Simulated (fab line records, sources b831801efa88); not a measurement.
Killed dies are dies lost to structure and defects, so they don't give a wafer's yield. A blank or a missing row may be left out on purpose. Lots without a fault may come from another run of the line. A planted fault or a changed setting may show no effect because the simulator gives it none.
A struck lot beside a sound one | flow gf180mcu | 23 steps out of a route of 602
Sound: wafers L730.3, L730.4, L730.6. Struck: wafers L739.2, L739.3, L739.5. The cause comes at the end.
At each step with rows: each side's tool, then ch and its chambers, then its first start. Under that, the readings that differ: sound wafers | struck wafers | difference of the means | sigmas: that difference in standard deviations of wafers without a fault.
alike: readings whose means differ by less than 2 such deviations, and words and numbers that are the same on both sides. not compared: withheld readings, readings that some wafer has no value for, bounds like >300 that may hide the same value, and numbers for which the record gives no deviation and whose values overlap.
The two part at a step that has a row with sigmas, a row that says differs or no value, or rows on one side only. Numbers that don't overlap but have no deviation are shown without sigmas and don't part them. A reading that every wafer of one side lacks parts them only if that side has two wafers or more.

first, 5 steps without rows for these wafers: GF_MVSD_COAT_02 (resist thk 3000 nm); GF_MVSD_SOFTBAKE_03; GF_MVSD_EXPOSE_04 (exposes mask MVSD, target cd 1000 nm); GF_MVSD_PEB_05; GF_MVSD_DEVELOP_06 (develop time 60 s).
GF_MVSD_OVL_MEAS_07:
  sound on overlay-02, day 4 13:40; struck on overlay-01, day 6 14:43
  alike: MVSD_OVL
then, 2 steps without rows for these wafers: GF_MVSD_IMPLANT_08; GF_MVSD_IMPLANT_09.
GF_MVSD_STRIP_10: strips in O2/N2.
  sound on plasma_asher-04 ch 0,1, day 4 14:02; struck on plasma_asher-03 ch 0, day 6 15:02
  alike: drypump_motor_current_A, heater_power_w, oes_product_au, strip_time_to_endpoint_s
  not compared: rf_hours_counter_h
GF_MVSD_TW_MEAS_11:
  sound on film_metro-01, day 4 14:07; struck on film_metro-03, day 6 15:09
  alike: MVSD_TW
then, 2 steps without rows for these wafers: GF_MVPSD_DEHYDRATE_00 (time 60 s); GF_MVPSD_HMDS_01 (prime time 60 s).
GF_MVPSD_COAT_02: resist thk 3000 nm.
  sound on litho_track-01 ch 0, day 4 20:38; struck on litho_track-02 ch 0, day 6 22:20
  reading                                 | sound          | struck         | difference | sigmas
  model.coat_of_MVPSD_COAT_02.thk_nm (nm) | 3001 3006 3000 | 3034 3041 3041 | +36        |
  alike: spin_speed_rpm
then, 3 steps without rows for these wafers: GF_MVPSD_SOFTBAKE_03; GF_MVPSD_EXPOSE_04 (exposes mask MVPSD, target cd 1000 nm); GF_MVPSD_PEB_05.
GF_MVPSD_DEVELOP_06: develop time 60 s.
  sound on litho_track-03 ch 0; struck on litho_track-03 ch 0
  reading                                 | sound          | struck         | difference | sigmas
  model.coat_of_MVPSD_COAT_02.thk_nm (nm) | 3000 3005 2999 | 3033 3040 3039 | +36        |
GF_MVPSD_OVL_MEAS_07:
  sound on overlay-01, day 5 03:46; struck on overlay-01, day 7 05:52
  alike: MVPSD_OVL
then, 2 steps without rows for these wafers: GF_MVPSD_IMPLANT_08; GF_MVPSD_IMPLANT_09.
GF_MVPSD_STRIP_10: strips in O2/N2.
  sound on plasma_asher-03 ch 0,1, day 5 04:10; struck on plasma_asher-04 ch 0,1, day 7 06:12
  reading                      | sound             | struck            | difference | sigmas
  strip_time_to_endpoint_s (s) | 36.95 37.02 36.97 | 37.35 37.44 37.42 | +0.42      | +4
  alike: drypump_motor_current_A, heater_power_w, oes_product_au
  not compared: rf_hours_counter_h
GF_MVPSD_TW_MEAS_11:
  sound on film_metro-03, day 5 04:15; struck on film_metro-01, day 7 06:19
  alike: MVPSD_TW
-- the record jumps here: 24 days lie between the struck wafers' starts before and after (it left off in module MVPSD and takes up again in module PASSIVATION, whose first step shown is number 602 of the route) --
GF_PASSIVATION_PROBE_99:
  the record has rows for the struck wafers here (prober-02, day 31 15:05) and none for the sound ones

WHERE THEY PART
First at GF_MVPSD_STRIP_10; last, within this record, at GF_PASSIVATION_PROBE_99.

WHY: what the simulator had put in
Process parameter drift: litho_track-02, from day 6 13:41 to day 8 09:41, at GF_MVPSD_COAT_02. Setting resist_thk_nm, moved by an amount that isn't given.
